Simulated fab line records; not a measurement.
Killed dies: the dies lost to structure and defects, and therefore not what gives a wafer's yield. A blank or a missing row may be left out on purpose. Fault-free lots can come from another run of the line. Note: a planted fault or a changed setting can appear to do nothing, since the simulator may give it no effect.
The same fault as seen by 2 desks / flow gf180mcu / numbers are kept per desk, each desk with only its own; the story behind them comes last

== THE TOOL OWNER'S DESK: implanter-04 ==
GF_DNWELL_IMPLANT_07, tool's own readings: per-lot mean of the sampled wafers with a number, covering each lot this tool ran. The brackets show how far a lot's mean lies from the usual mean; more than 4 standard deviations puts the lot out of limits, marked OUT.
Columns: A = beam_energy_keV at GF_DNWELL_IMPLANT_07, usual 1500.1
lot=L438; first seen here=day 2 18:04; A=1500.7
lot=L444; first seen here=day 4 04:41; A=1500.6
lot=L449; first seen here=day 5 06:07; A=1500.4
lot=L450; first seen here=day 5 11:23; A=1473.0 (-54) OUT
lot=L454; first seen here=day 6 07:32; A=1473.3 (-54) OUT
This desk finds L450, L454 out of limits, L450 being first, at day 5 11:23 (beam_energy_keV at GF_DNWELL_IMPLANT_07). Within limits: L438, L444, L449.

== FROM THE METROLOGY DESK ==
What the gauges read for every lot (on any tool): the sampled wafers with a number, averaged. The brackets show how far a lot's mean lies from the usual mean; more than 4 standard deviations puts the lot out of limits, marked OUT.
Columns: A = V2_CVD_02_THK at GF_V2_THK_MEAS_03, usual 852 nm; B = cd_nm at GF_V2_CD_MEAS_14, usual 259.9 nm
lot=L438; first seen here=day 19 04:19; A=867; B=259.7
lot=L439; first seen here=day 20 07:46; A=859; B=259.8
lot=L441; first seen here=day 20 15:42; A=854; B=262.8
lot=L442; first seen here=day 21 02:58; A=853; B=258.5
lot=L443; first seen here=day 21 13:52; A=863; B=259.4
lot=L444; first seen here=day 21 15:29; A=839; B=258.9
lot=L446; first seen here=day 22 14:35; A=841; B=260.2
lot=L448; first seen here=day 23 03:43; A=836; B=260.0
lot=L449; first seen here=day 23 13:13; A=848; B=258.6
lot=L450; first seen here=day 23 16:07; A=859; B=259.8
lot=L454; first seen here=day 24 22:40; A=843; B=259.3
lot=L458; first seen here=day 26 08:34; A=855; B=260.8
lot=L460; first seen here=day 26 19:08; A=850; B=261.2
lot=L461; first seen here=day 26 23:59; A=846; B=261.2
This desk's verdict: no lot among the 14 shows anything out of limits.

== PUT TOGETHER ==
An alarm could have come from the tool owner's desk at day 5 11:23, on L450, L454.
At the metrology desk, nothing out of limits was observed.
The metrology desk has L450, L454 on record, within its limits.
Of the lots named, all ran GF_DNWELL_IMPLANT_07 on implanter-04.

== WHAT THE SIMULATOR HAD INSERTED ==
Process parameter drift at GF_DNWELL_IMPLANT_07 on implanter-04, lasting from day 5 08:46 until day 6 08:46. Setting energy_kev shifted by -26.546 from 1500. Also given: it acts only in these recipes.
Lots struck among those shown: L450, L454.
Hours from the fault's start to each desk's first reading out of limits: the tool owner's desk, 3.
